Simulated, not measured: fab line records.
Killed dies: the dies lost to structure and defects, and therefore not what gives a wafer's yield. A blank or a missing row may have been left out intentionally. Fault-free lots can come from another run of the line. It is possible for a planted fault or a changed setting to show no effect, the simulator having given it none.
fab line records	flow gf180mcu
record lots=15	wafers=45	lastDay=34
route steps=602 shown HV_LDD@223 SAB@274 CONTACT@287
lots untouched by any fault: they come from a run of this same line in which no faults occurred
startH: hours from the record's opening day to when the first of the lot's shown wafers began	waitH: how many hours have passed since the lot's step before this one	" as in the row above	L1.1+2: a single row standing in for several wafers	- no value, or no start was given	* or withheld: withheld	< > ~ a bound
route shown NAME@n: NAME is a module with steps in the file, n the number in the route of the first one	usual: mean/standard deviation taken from wafers without a fault	same: alike in all rows	chamber/n: place in a boat	sites: each site's reading	_std_site: how widely they spread, as a standard deviation	_edge_site: inner sites' mean taken away from outer sites' mean	radiusMm: for every site, how far away it sits from the centre of the wafer	mask NAME#n: copy n	behind: the tool/chamber that last shaped the wafer	hold: why the lot went on hold/how many hours it stayed there/how the hold came to an end	device: whichever transistor did not switch (one of n, p or np)	end of line: at the end of the route, the tests of the same wafers	a step without rows: its recipe alone	killed: dies lost to structure and defects at the first sort, not the wafer's yield	map: per-die view of a wafer (x killed, . not killed, _ where there is no die)
set.NAME: the run value of the setting; set.NAME@STEP: its run value at that earlier step	model.NAME: the simulator's own value behind a step, which no gauge read
a sample of lots followed through the steps of the route, with each step as a table and each wafer as a row
services: a tool's chamber out of use, with start hour (startH, from the record's first day; less than 0 if before it), hours out, and reason
## steps
# step GF_HV_LDD_OVL_MEAS_47
# usual HV_LDD_03_OVL=-0.2/1.5
lot.wafer	tool	chamber	startH	waitH	HV_LDD_03_OVL[nm]
L664.1	overlay-02	-	274.40	0.1	0.7
L664.3	"	-	"	"	-0.3
L664.5	"	-	"	"	-0.6
L666.2	overlay-02	-	286.00	0.1	2.3
L666.5	"	-	"	"	1.1
L666.6	"	-	"	"	1.1
L667.2	overlay-02	-	291.67	0.1	0.3
L667.3	"	-	"	"	2.1
L667.4	"	-	"	"	-0.4
L668.1	overlay-01	-	301.11	0.1	0.5
L668.3	"	-	"	"	1.3
L668.6	"	-	"	"	-0.5
L669.1	overlay-01	-	311.66	0.1	-0.8
L669.2	"	-	"	"	-2.6
L669.5	"	-	"	"	-1.5
L670.2	overlay-01	-	318.27	0.1	2.1
L670.3	"	-	"	"	1.8
L670.4	"	-	"	"	2.7
L671.1	overlay-02	-	331.75	0.1	-2.0
L671.4	"	-	"	"	-1.1
L671.5	"	-	"	"	0.4
L674.3	overlay-01	-	355.92	0.1	1.7
L674.5	"	-	"	"	0.8
L674.6	"	-	"	"	0.3
L678.1	overlay-01	-	382.77	0.1	-1.0
L678.2	"	-	"	"	-1.3
L678.3	"	-	"	"	-1.9
L681.1	overlay-01	-	406.54	0.1	0.8
L681.3	"	-	"	"	0.1
L681.6	"	-	"	"	0.7
L682.4	overlay-02	-	415.06	0.1	-2.2
L682.5	"	-	"	"	-2.1
L682.6	"	-	"	"	-2.5
L684.1	overlay-01	-	430.95	0.1	-1.0
L684.4	"	-	"	"	-1.4
L684.5	"	-	"	"	0.2
L685.4	overlay-01	-	437.41	0.1	-0.7
L685.5	"	-	"	"	-1.5
L685.6	"	-	"	"	-1.2
L686.1	overlay-01	-	455.35	0.1	2.4
L686.4	"	-	"	"	2.0
L686.5	"	-	"	"	2.4
L687.1	overlay-02	-	460.21	0.1	-3.0
L687.2	"	-	"	"	-1.5
L687.4	"	-	"	"	-2.3
# step GF_SAB_OVL_MEAS_10
# usual SAB_OVL=-0.6/1.6
lot.wafer	tool	chamber	startH	waitH	SAB_OVL[nm]
L664.1	overlay-02	-	336.96	0.1	-3.7
L664.3	"	-	"	"	-2.4
L664.5	"	-	"	"	-1.5
L666.2	overlay-01	-	355.52	0.1	-2.1
L666.5	"	-	"	"	0.5
L666.6	"	-	"	"	-2.1
L667.2	overlay-02	-	358.75	0.1	-1.9
L667.3	"	-	"	"	-3.7
L667.4	"	-	"	"	-2.3
L668.1	overlay-01	-	375.77	0.1	-1.6
L668.3	"	-	"	"	-2.5
L668.6	"	-	"	"	-1.2
L669.1	overlay-01	-	380.51	0.1	2.6
L669.2	"	-	"	"	4.1
L669.5	"	-	"	"	2.5
L670.2	overlay-02	-	385.27	0.1	-2.1
L670.3	"	-	"	"	-3.1
L670.4	"	-	"	"	-2.5
L671.1	overlay-02	-	404.41	0.1	-4.8
L671.4	"	-	"	"	-1.8
L671.5	"	-	"	"	-2.5
L674.3	overlay-01	-	429.83	0.1	-0.4
L674.5	"	-	"	"	-1.9
L674.6	"	-	"	"	-0.8
L678.1	overlay-02	-	459.25	0.1	0.0
L678.2	"	-	"	"	0.7
L678.3	"	-	"	"	-0.2
L681.1	overlay-01	-	483.00	0.1	-2.0
L681.3	"	-	"	"	-1.3
L681.6	"	-	"	"	-0.7
L682.4	overlay-01	-	491.48	0.1	1.7
L682.5	"	-	"	"	0.1
L682.6	"	-	"	"	1.2
L684.1	overlay-01	-	507.66	0.1	-0.6
L684.4	"	-	"	"	0.5
L684.5	"	-	"	"	0.4
L685.4	overlay-02	-	514.27	0.1	-1.3
L685.5	"	-	"	"	0.3
L685.6	"	-	"	"	-0.2
L686.1	overlay-01	-	530.99	0.1	0.7
L686.4	"	-	"	"	-0.2
L686.5	"	-	"	"	0.6
L687.1	overlay-02	-	534.81	0.1	1.2
L687.2	"	-	"	"	-0.1
L687.4	"	-	"	"	-1.0
# step GF_SAB_STRIP_13
# recipe chemistry=O2/N2	powerW=1400	pressureMtorr=1500	platenTempC=250	o2FlowSccm=3000	n2FlowSccm=300	overashFraction=0.5
# usual drypumpMotorCurrentA=6.0/0.31	heaterPowerW=308/28	oesProductAu=0.710/0.0042	stripTimeToEndpointS=12.60/0.033
lot.wafer	tool	chamber	startH	waitH	drypumpMotorCurrentA	heaterPowerW	oesProductAu	rfHoursCounterH	stripTimeToEndpointS
L664.1	plasmaAsher-03	0	337.15	0.0	6.2	263	0.705	22	12.53
L664.3	"	1	"	"	5.7	324	0.705	-	12.55
L664.5	"	1	"	"	5.8	328	0.710	-	12.53
L666.2	plasmaAsher-01	0	355.72	0.0	6.2	316	0.706	72	12.65
L666.5	"	0	"	"	6.2	316	0.712	-	12.62
L666.6	"	1	"	"	5.9	297	0.705	-	12.63
L667.2	plasmaAsher-01	1	359.00	0.0	5.9	298	0.713	73	12.57
L667.3	"	0	"	"	6.2	330	0.707	-	12.62
L667.4	"	1	"	"	5.9	299	0.710	-	12.59
L668.1	plasmaAsher-01	1	375.97	0.0	6.0	296	0.710	74	12.62
L668.3	"	1	"	"	5.9	290	0.713	-	12.58
L668.6	"	1	"	"	5.9	302	0.715	-	12.61
L669.1	plasmaAsher-03	1	380.71	0.0	5.8	321	0.709	26	12.54
L669.2	"	0	"	"	6.2	263	0.718	26	12.54
L669.5	"	1	"	"	5.7	328	0.715	-	12.57
L670.2	plasmaAsher-01	1	385.47	0.0	5.9	304	0.709	76	12.56
L670.3	"	1	"	"	5.9	297	0.712	-	12.55
L670.4	"	0	"	"	6.3	330	0.706	-	12.56
L671.1	plasmaAsher-04	0	404.60	0.0	6.4	362	0.709	73	12.62
L671.4	"	1	"	"	5.3	295	0.706	-	12.60
L671.5	"	0	"	"	6.4	366	0.719	-	12.62
L674.3	plasmaAsher-03	1	430.12	0.1	5.8	327	0.720	-	12.60
L674.5	"	1	"	"	5.7	326	0.709	-	12.57
L674.6	"	0	"	"	6.2	264	0.713	-	12.63
L678.1	plasmaAsher-01	1	459.45	0.0	5.9	287	0.704	2	12.61
L678.2	"	0	"	"	6.2	315	0.709	2	12.59
L678.3	"	0	"	"	6.2	317	0.705	-	12.56
L681.1	plasmaAsher-01	1	483.31	0.0	5.9	289	0.717	5	12.61
L681.3	"	0	"	"	6.2	329	0.711	-	12.65
L681.6	"	0	"	"	6.2	316	0.709	-	12.59
L682.4	plasmaAsher-04	0	491.69	0.0	6.4	360	0.714	-	12.61
L682.5	"	1	"	"	5.3	296	0.699	-	12.58
L682.6	"	0	"	"	6.4	370	0.709	-	12.64
L684.1	plasmaAsher-04	1	507.84	0.0	5.3	294	0.708	85	12.59
L684.4	"	1	"	"	5.3	298	0.709	-	12.60
L684.5	"	1	"	"	5.3	296	0.706	-	12.60
L685.4	plasmaAsher-03	0	514.49	0.0	6.2	262	0.710	-	12.62
L685.5	"	1	"	"	5.7	320	0.709	-	12.65
L685.6	"	0	"	"	6.2	258	0.710	-	12.59
L686.1	plasmaAsher-01	0	531.18	0.0	6.2	316	0.716	11	12.64
L686.4	"	0	"	"	6.2	316	0.709	-	12.65
L686.5	"	0	"	"	6.2	308	0.712	-	12.60
L687.1	plasmaAsher-01	1	534.99	0.0	5.9	287	0.708	12	12.60
L687.2	"	0	"	"	6.2	319	0.702	12	12.68
L687.4	"	1	"	"	5.9	299	0.712	-	12.59
# step GF_CONTACT_CVD_00
# recipe material=SiO2	targetThkNm=300	sigmaOpenFrac=0.3	tempC=400	timeS=50	sih4FlowSccm=60	pressureMtorr=6
lot.wafer	tool	chamber	startH	waitH
L664.1+3+5	hdpcvd-02	0,1,0	337.86	0.1
L666.2+5+6	hdpcvd-02	1,0,2	356.48	0.1
L667.2+3+4	hdpcvd-01	1,0,2	359.72	0.1
L668.1+3+6	hdpcvd-02	0,2,1	376.68	0.1
L669.1+2+5	hdpcvd-01	0,2,0	381.42	0.1
L670.2+3+4	hdpcvd-02	2,0,1	386.18	0.1
L670.2+3+4	hdpcvd-02	2,0,1	386.39	0.2
L671.1+4+5	hdpcvd-02	2,1,2	405.31	0.1
L671.1+4+5	hdpcvd-02	2,1,2	405.52	0.2
L674.3+5+6	hdpcvd-01	1,2,0	430.79	0.1
L678.1+2+3	hdpcvd-01	0,1,2	460.17	0.1
L678.1+2+3	hdpcvd-01	0,1,2	460.38	0.2
L681.1+3+6	hdpcvd-02	1,2,1	484.06	0.1
L682.4+5+6	hdpcvd-01	1,2,0	492.40	0.1
L684.1+4+5	hdpcvd-02	1,1,0	508.61	0.1
L685.4+5+6	hdpcvd-02	0,1,2	515.21	0.1
L686.1+4+5	hdpcvd-01	0,1,2	531.90	0.1
L687.1+2+4	hdpcvd-02	0,2,0	535.71	0.1
# step GF_CONTACT_THK_MEAS_01
# recipe reads=SiO2_of_CONTACT_CVD_00
# usual CONTACT_CVD_00_THK=300/4.4
lot.wafer	tool	chamber	startH	waitH	CONTACT_CVD_00_THK[nm]
L664.1	filmMetro-04	-	337.90	0.0	300
L664.3	"	-	"	"	303
L664.5	"	-	"	"	300
L666.2	filmMetro-04	-	356.53	0.0	303
L666.5	"	-	"	"	304
L666.6	"	-	"	"	296
L667.2	filmMetro-03	-	359.77	0.0	308
L667.3	"	-	"	"	294
L667.4	"	-	"	"	296
L668.1	filmMetro-01	-	376.73	0.0	304
L668.3	"	-	"	"	296
L668.6	"	-	"	"	305
L669.1	filmMetro-03	-	381.46	0.0	289
L669.2	"	-	"	"	297
L669.5	"	-	"	"	289
L670.2	filmMetro-03	-	386.44	0.0	586
L670.3	"	-	"	"	605
L670.4	"	-	"	"	607
L670.2	filmMetro-03	-	386.67	0.2	586
L670.3	"	-	"	"	605
L670.4	"	-	"	"	607
L671.1	filmMetro-04	-	405.65	0.1	590
L671.4	"	-	"	"	602
L671.5	"	-	"	"	593
L671.1	filmMetro-04	-	405.94	0.3	589
L671.4	"	-	"	"	603
L671.5	"	-	"	"	593
L674.3	filmMetro-04	-	430.86	0.0	307
L674.5	"	-	"	"	302
L674.6	"	-	"	"	297
L678.1	filmMetro-01	-	460.42	0.0	583
L678.2	"	-	"	"	600
L678.3	"	-	"	"	596
L678.1	filmMetro-01	-	460.65	0.2	582
L678.2	"	-	"	"	601
L678.3	"	-	"	"	597
L681.1	filmMetro-03	-	484.11	0.0	302
L681.3	"	-	"	"	298
L681.6	"	-	"	"	303
L682.4	filmMetro-03	-	492.45	0.0	300
L682.5	"	-	"	"	298
L682.6	"	-	"	"	291
L684.1	filmMetro-04	-	508.65	0.0	300
L684.4	"	-	"	"	302
L684.5	"	-	"	"	299
L685.4	filmMetro-01	-	515.26	0.0	301
L685.5	"	-	"	"	303
L685.6	"	-	"	"	296
L686.1	filmMetro-04	-	531.94	0.0	294
L686.4	"	-	"	"	298
L686.5	"	-	"	"	297
L687.1	filmMetro-03	-	535.76	0.0	303
L687.2	"	-	"	"	302
L687.4	"	-	"	"	304
## services
tool	chamber	startH	hours	kind
plasmaAsher-03	-	341.69	1.2	repair
plasmaAsher-04	-	387.91	0.8	repair
plasmaAsher-01	-	388.88	2.8	pm
hdpcvd-01	2	392.08	11.6	repair
hdpcvd-01	2	415.14	3.6	repair
plasmaAsher-01	-	421.25	9.0	pm
plasmaAsher-01	0	421.25	17.1	ventCycle
plasmaAsher-01	1	421.25	17.1	ventCycle
plasmaAsher-01	-	421.36	1.3	repair
hdpcvd-01	-	421.94	0.8	repair
plasmaAsher-01	-	426.72	11.7	repair
plasmaAsher-01	0	430.25	-	clean
plasmaAsher-01	1	430.25	-	clean
plasmaAsher-01	-	440.83	0.7	repair
plasmaAsher-03	-	458.81	2.8	pm
## key
firstSign step=GF_CONTACT_CVD_00	reading=visit	direction=added
effect step=GF_CONTACT_THK_MEAS_01	reading=visit	direction=added
effect step=GF_CONTACT_THK_MEAS_01	reading=CONTACT_CVD_00_THK	direction=up	sigmas=68	usual=300	struck=596
metAt GF_CONTACT_CVD_00
struckLots L670,L671,L678
scrappedBehind GF_CONTACT_THK_MEAS_01 L670.2,L670.3,L670.4,L671.1,L671.4,L671.5,L678.1,L678.2,L678.3
notActingAt GF_HV_LDD_OVL_MEAS_47,GF_SAB_OVL_MEAS_10,GF_SAB_STRIP_13
fault kind=repeatedStepWhole	tool=hdpcvd-01,hdpcvd-02	chamber=-	onsetH=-	steps=GF_CONTACT_CVD_00	times=1	scope=struckLotsOnly
